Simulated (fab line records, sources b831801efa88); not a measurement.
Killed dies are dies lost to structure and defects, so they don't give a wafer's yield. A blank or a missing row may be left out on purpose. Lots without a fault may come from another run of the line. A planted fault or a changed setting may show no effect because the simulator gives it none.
Chamber matching | flow gf180mcu | GF_V2_CMP_04 on cmp-02: 4 sister chambers
The step polishes SiO2. 8 wafers are shown with their chamber, then 7 later ones without.

WAFERS WITH THEIR CHAMBER
wafer  | chamber | motor_current_A (A) | time_to_endpoint_s (s)
L812.5 | 1       | 10.9                | 73
L812.6 | 0       | 14.3                | 78
L816.2 | 0       | 14.3                | 80
L824.2 | 2       | 12.1                | 79
L824.5 | 2       | 12.2                | 82
L824.6 | 3       | 12.5                | 85
L828.1 | 1       | 10.8                | 73
L828.4 | 3       | 13.5                | 83

WAFERS WITHOUT THEIR CHAMBER
wafer  | motor_current_A (A) | time_to_endpoint_s (s)
L828.5 | 10.8                | 83
L830.2 | 12.3                | 78
L830.4 | 13.9                | 87
L830.6 | 11.2                | 84
L832.2 | 10.6                | 81
L832.3 | 14.3                | 78
L832.6 | 12.6                | 87

WHICH CHAMBER EACH WENT THROUGH
wafer  | from the rows above     | in truth
L828.5 | 2                       | 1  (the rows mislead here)
L830.2 | 2                       | 2
L830.4 | 3                       | 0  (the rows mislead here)
L830.6 | can't be placed: 2 or 3 | 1
L832.2 | can't be placed: 2 or 1 | 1
L832.3 | 0                       | 0
L832.6 | 3                       | 3
Placed correctly: 3 of 7. Can't be placed from these rows: 2 (the true chamber is among the candidates in 1). Placed wrongly: 2.
How it was worked out, from the rows above alone: a wafer's distance from a chamber is the root of the sum, over the readings, of the square of ((its reading less the chamber's mean) divided by the reading's scatter). The wafer belongs to the nearest chamber; if the next one is less than 2 further off, it can't be placed. A chamber's mean is the mean of its shown wafers. The scatter: the root of (the sum of the squares of (reading less its chamber's mean) over the shown wafers, divided by (wafers less chambers)).
